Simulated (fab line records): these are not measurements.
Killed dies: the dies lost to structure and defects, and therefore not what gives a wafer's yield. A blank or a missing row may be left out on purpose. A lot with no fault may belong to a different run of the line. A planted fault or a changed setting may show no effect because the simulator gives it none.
fab line records    flow gf180mcu
record: lots: 15  wafers: 42  last-day: 34
route steps=602 shown POLY_GATE@171 NSD@241 SAB@273 CONTACT@311
lots with no fault: from the same line, run without faults
start-h: start of the lot's first displayed wafer, in hours after the record's first day    wait-h: hours from the lot's prior step to this one    " unchanged from the row above    L1.1+2: a row that stands for several wafers    - no value, or no start was given    * or withheld: withheld    < > ~ a bound
route shown NAME@n: names a module that has steps shown in the file, with the first one's number in the route    usual: mean/standard deviation taken from wafers without a fault    same: alike in all rows    chamber/n: place in a boat    sites: each site's reading    _std_site: the standard deviation of these    _edge_site: the outer-site mean with the inner-site mean subtracted    radius-mm: for every site, how far away it sits from the centre of the wafer    mask NAME#n: copy n    behind: tool/chamber where the wafer was last shaped    hold: why the lot was held/for how many hours/how that ended    device: which transistor (n, p or np) failed to switch    end of line: the tests these same wafers got at the end of their route    where a step has no rows: the recipe by itself    killed: dies that structure and defects cost at the first sort, which is not the same as the wafer's yield    map: per-die view of a wafer (x killed, . not killed, _ where there is no die)
set.NAME: the setting the step ran with; set.NAME@STEP: the setting that earlier step ran with    model.NAME: the simulator's own value behind a step, which no gauge read
route steps across a sampled set of lots; one table per step, one row per wafer
services: the hour from which a tool's chamber was out of use, counted from the record's first day as start-h (under 0 if before that day), plus the number of hours and why
== steps ==
step: GF_POLY_GATE_STRIP_14
recipe: chemistry: O2/N2  power-w: 1400  pressure-mtorr: 1500  platen-temp-c: 250  o2-flow-sccm: 3000  n2-flow-sccm: 300  overash-fraction: 0.5
usual: drypump-motor-current-A: 5.8/0.41  heater-power-w: 317/27  oes-product-au: 0.505/0.0048
lot.wafer  tool             chamber  start-h  wait-h  drypump-motor-current-A  heater-power-w  oes-product-au  rf-hours-counter-h
L928.3     plasma-asher-02  0        204.20   0.1     4.9                      310             0.504           -
L928.5     "                1        "        "       5.7                      260             0.506           -
L928.6     "                0        "        "       4.9                      309             0.511           -
L930.1     plasma-asher-03  0        214.11   0.0     6.1                      363             0.508           40
L930.3     "                1        "        "       6.1                      297             0.509           -
L930.4     "                0        "        "       6.1                      367             0.504           -
L929.1     plasma-asher-03  0        217.51   0.0     6.0                      374             0.504           40
L929.2     "                1        "        "       6.1                      300             0.504           40
L929.5     "                1        "        "       6.1                      298             0.503           -
L931.3     plasma-asher-01  1        219.25   0.1     6.2                      303             0.502           -
L931.4     "                0        "        "       5.5                      320             0.510           -
L931.5     "                0        "        "       5.5                      327             0.518           -
L934.3     plasma-asher-01  0        249.51   0.1     5.5                      325             0.508           -
L934.4     "                1        "        "       6.2                      317             0.515           -
L935.3     plasma-asher-03  1        254.66   0.1     6.1                      301             0.498           -
L935.4     "                0        "        "       6.0                      357             0.508           -
L936.1     plasma-asher-03  0        258.13   0.0     6.1                      360             0.515           44
L936.6     "                0        "        "       6.1                      359             0.498           -
L943.1     plasma-asher-01  0        309.21   0.0     5.5                      324             0.501           66
L943.2     "                1        "        "       6.2                      318             0.500           66
L943.5     "                0        "        "       5.5                      311             0.506           -
L944.1     plasma-asher-02  0        317.86   0.0     4.9                      314             0.512           21
L944.2     "                1        "        "       5.7                      257             0.515           21
L944.3     "                1        "        "       5.7                      259             0.500           -
L945.2     plasma-asher-01  1        323.61   0.0     6.2                      312             0.502           67
L945.3     "                0        "        "       5.5                      325             0.506           -
L945.6     "                0        "        "       5.5                      319             0.509           -
L946.3     plasma-asher-03  1        327.46   0.1     6.1                      298             0.505           -
L946.4     "                0        "        "       6.0                      368             0.499           -
L946.5     "                0        "        "       6.1                      366             0.504           -
L947.3     plasma-asher-02  0        341.91   0.1     4.9                      313             0.511           -
L947.5     "                1        "        "       5.7                      261             0.502           -
L947.6     "                0        "        "       4.9                      309             0.513           -
L948.1     plasma-asher-01  1        346.56   0.0     6.2                      306             0.498           69
L948.3     "                1        "        "       6.2                      302             0.513           -
L948.5     "                1        "        "       6.2                      314             0.507           -
L949.2     plasma-asher-01  1        352.56   0.0     6.2                      312             0.506           70
L949.3     "                1        "        "       6.2                      319             0.509           -
L949.6     "                0        "        "       5.5                      319             0.505           -
L950.3     plasma-asher-03  1        363.11   0.1     6.1                      295             0.506           -
L950.4     "                0        "        "       6.1                      363             0.509           -
L950.6     "                0        "        "       6.0                      360             0.510           -
step: GF_NSD_DEVELOP_06
recipe: develop-time-s: 60  dev-temp-c: 23
lot.wafer   tool            chamber  start-h  wait-h
L928.3+5+6  litho-track-04  0        303.25   0.1
L930.1+3+4  litho-track-03  0        312.92   0.1
L929.1+2+5  litho-track-03  0        319.22   0.1
L931.3+4+5  litho-track-03  0        321.52   0.1
L934.3+4    litho-track-03  0        355.77   0.1
L935.3+4    litho-track-03  0        361.42   0.1
L936.1+6    litho-track-03  0        366.87   0.1
L943.1+2+5  litho-track-04  0        428.54   0.1
L944.1+2+3  litho-track-04  0        436.84   0.1
L945.2+3+6  litho-track-04  0        443.87   0.1
L946.3+4+5  litho-track-02  0        448.89   0.1
L947.3+5+6  litho-track-04  0        466.54   0.1
L948.1+3+5  litho-track-04  0        472.74   0.1
L949.2+3+6  litho-track-04  0        482.37   0.1
L950.3+4+6  litho-track-02  0        486.09   0.1
step: GF_NSD_CD_MEAS_07
recipe: target-cd-nm: 400
usual: cd-nm: 399.9/2.3
lot.wafer  tool       chamber  start-h  wait-h  cd-nm
L928.3     cd-sem-01  -        303.39   0.1     398.8
L928.5     "          -        "        "       399.8
L928.6     "          -        "        "       397.5
L930.1     cd-sem-01  -        313.07   0.1     399.4
L930.3     "          -        "        "       399.4
L930.4     "          -        "        "       397.3
L929.1     cd-sem-02  -        319.37   0.1     398.1
L929.2     "          -        "        "       400.2
L929.5     "          -        "        "       402.0
L931.3     cd-sem-01  -        321.66   0.1     399.6
L931.4     "          -        "        "       400.9
L931.5     "          -        "        "       398.4
L934.3     cd-sem-02  -        355.91   0.1     399.9
L934.4     "          -        "        "       367.7
L935.3     cd-sem-01  -        361.56   0.1     404.7
L935.4     "          -        "        "       371.8
L936.1     cd-sem-01  -        367.02   0.1     372.1
L936.6     "          -        "        "       403.0
L943.1     cd-sem-01  -        428.69   0.1     399.6
L943.2     "          -        "        "       399.7
L943.5     "          -        "        "       400.6
L944.1     cd-sem-02  -        436.99   0.1     402.8
L944.2     "          -        "        "       398.6
L944.3     "          -        "        "       400.7
L945.2     cd-sem-02  -        444.01   0.1     403.5
L945.3     "          -        "        "       403.6
L945.6     "          -        "        "       401.2
L946.3     cd-sem-02  -        449.03   0.1     398.2
L946.4     "          -        "        "       396.8
L946.5     "          -        "        "       398.1
L947.3     cd-sem-01  -        466.70   0.1     401.1
L947.5     "          -        "        "       400.7
L947.6     "          -        "        "       401.4
L948.1     cd-sem-02  -        472.89   0.1     399.0
L948.3     "          -        "        "       397.7
L948.5     "          -        "        "       398.5
L949.2     cd-sem-02  -        482.51   0.1     399.3
L949.3     "          -        "        "       396.9
L949.6     "          -        "        "       396.8
L950.3     cd-sem-01  -        486.23   0.1     400.0
L950.4     "          -        "        "       398.4
L950.6     "          -        "        "       399.5
step: GF_SAB_CD_MEAS_09
recipe: target-cd-nm: 420
usual: cd-nm: 420.6/2.1
lot.wafer  tool       chamber  start-h  wait-h  cd-nm
L928.3     cd-sem-02  -        346.41   0.1     419.6
L928.5     "          -        "        "       417.7
L928.6     "          -        "        "       420.7
L930.1     cd-sem-02  -        355.40   0.1     422.9
L930.3     "          -        "        "       421.8
L930.4     "          -        "        "       422.6
L929.1     cd-sem-01  -        362.19   0.1     421.4
L929.2     "          -        "        "       419.4
L929.5     "          -        "        "       420.1
L931.3     cd-sem-02  -        364.76   0.1     425.0
L931.4     "          -        "        "       424.3
L931.5     "          -        "        "       424.4
L934.3     cd-sem-01  -        401.83   0.1     420.5
L934.4     "          -        "        "       421.9
L935.3     cd-sem-01  -        408.33   0.1     419.7
L935.4     "          -        "        "       420.2
L936.1     cd-sem-01  -        414.25   0.1     418.3
L936.6     "          -        "        "       416.4
L943.1     cd-sem-01  -        477.06   0.1     420.5
L943.2     "          -        "        "       421.3
L943.5     "          -        "        "       421.2
L944.1     cd-sem-01  -        486.71   0.1     419.5
L944.2     "          -        "        "       421.6
L944.3     "          -        "        "       420.7
L945.2     cd-sem-02  -        492.17   0.1     419.7
L945.3     "          -        "        "       417.2
L945.6     "          -        "        "       417.8
L946.3     cd-sem-02  -        498.03   0.1     422.2
L946.4     "          -        "        "       421.1
L946.5     "          -        "        "       422.7
L947.3     cd-sem-02  -        514.39   0.1     419.9
L947.5     "          -        "        "       418.9
L947.6     "          -        "        "       419.3
L948.1     cd-sem-02  -        521.26   0.1     419.5
L948.3     "          -        "        "       419.8
L948.5     "          -        "        "       419.3
L949.2     cd-sem-02  -        530.17   0.1     420.8
L949.3     "          -        "        "       421.3
L949.6     "          -        "        "       420.5
L950.3     cd-sem-02  -        534.09   0.1     419.6
L950.4     "          -        "        "       419.8
L950.6     "          -        "        "       419.1
step: GF_CONTACT_CVD_24
recipe: material: W  target-thk-nm: 300  time-s: 90.339  temp-c: 400  pressure-torr: 40
usual: heater-power-w: 914/39
lot.wafer  tool      chamber  start-h  wait-h  heater-power-w
L928.3     cvd-w-02  0        370.03   0.1     949
L928.5     "         0        "        "       964
L928.6     "         1        "        "       994
L930.1     cvd-w-02  0        380.12   0.0     962
L930.3     "         1        "        "       954
L930.4     "         0        "        "       968
L929.1     cvd-w-01  0        387.17   0.0     948
L929.2     "         1        "        "       860
L929.5     "         1        "        "       874
L931.3     cvd-w-01  1        390.33   0.1     868
L931.4     "         1        "        "       884
L931.5     "         1        "        "       865
L934.3     cvd-w-01  0        427.81   0.1     961
L934.4     "         1        "        "       851
L935.3     cvd-w-02  1        433.84   0.1     933
L935.4     "         0        "        "       915
L936.1     cvd-w-02  0        440.66   0.0     903
L936.6     "         1        "        "       910
L943.1     cvd-w-02  0        502.71   0.0     930
L943.2     "         1        "        "       918
L943.5     "         1        "        "       906
L944.1     cvd-w-02  0        512.49   0.0     891
L944.2     "         1        "        "       933
L944.3     "         1        "        "       915
L945.2     cvd-w-02  1        518.11   0.0     928
L945.3     "         0        "        "       921
L945.6     "         0        "        "       897
L946.3     cvd-w-01  1        523.54   0.1     880
L946.4     "         0        "        "       971
L946.5     "         1        "        "       866
L947.3     cvd-w-01  1        539.63   0.1     875
L947.5     "         1        "        "       872
L947.6     "         1        "        "       886
L948.1     cvd-w-01  0        546.92   0.0     974
L948.3     "         0        "        "       964
L948.5     "         0        "        "       972
L949.2     cvd-w-01  0        555.12   0.0     981
L949.3     "         1        "        "       883
L949.6     "         0        "        "       947
L950.3     cvd-w-02  0        558.40   0.1     903
L950.4     "         1        "        "       944
L950.6     "         0        "        "       910
== services ==
tool             chamber  start-h  hours  kind
plasma-asher-02  -        212.02   0.8    repair
plasma-asher-02  -        245.92   9.6    pm
cvd-w-01         -        291.95   13.1   repair
plasma-asher-03  -        292.88   8.5    repair
plasma-asher-03  -        350.86   2.8    pm
plasma-asher-01  -        366.53   0.6    repair
cvd-w-01         0        366.93   6.9    repair
plasma-asher-03  -        373.90   3.0    repair
cvd-w-02         -        386.55   0.6    repair
cvd-w-01         0        389.55   35.1   repair
cvd-w-02         -        390.00   14.0   pm
cvd-w-02         0        390.00   14.0   vent-cycle
cvd-w-02         1        390.00   14.0   vent-cycle
cvd-w-02         0        404.00   -      clean
cvd-w-02         1        404.00   -      clean
plasma-asher-03  -        431.45   0.4    repair
plasma-asher-03  -        442.50   15.6   pm
cvd-w-02         -        464.26   1.9    repair
plasma-asher-01  -        494.47   14.6   pm
litho-track-03   -        496.95   -      consumable-replace:filter
plasma-asher-02  -        511.76   2.8    pm
cvd-w-01         0        537.58   3.7    repair
cvd-w-02         -        546.66   0.7    repair
== key ==
first-sign: step: GF_NSD_CD_MEAS_07  reading: cd-nm  direction: down  sigmas: 13  usual: 399.9  struck: 370.5
effect none on later readings
met-at GF_NSD_DEVELOP_06
struck-lots L934,L935,L936
struck-wafers L934.4,L935.4,L936.1
sort-left-out L936.1
tester-left-out L934,L935,L936
not-acting-at GF_POLY_GATE_STRIP_14,GF_SAB_CD_MEAS_09,GF_CONTACT_CVD_24
onset-between 321.52 355.77
fault: kind: process-parameter-drift  tool: litho-track-03  chamber: -  onset-h: 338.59  steps: GF_NSD_DEVELOP_06  channel: develop-time-s  offset: *  shape: step  end-h: 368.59  scope: struck-wafers-only  acts-in: *  stated: *
tester-left-out: of these lots the tester's yield and bins aren't shown, on N5 and GAA mostly nor the transistor test; their killed dies are dies lost to structure and defects alone, not to doping, threshold or leakage, so they don't give the yield
sort-left-out: the simulated sort isn't trusted on such a fault, so these wafers' sort isn't shown, and their yield isn't known
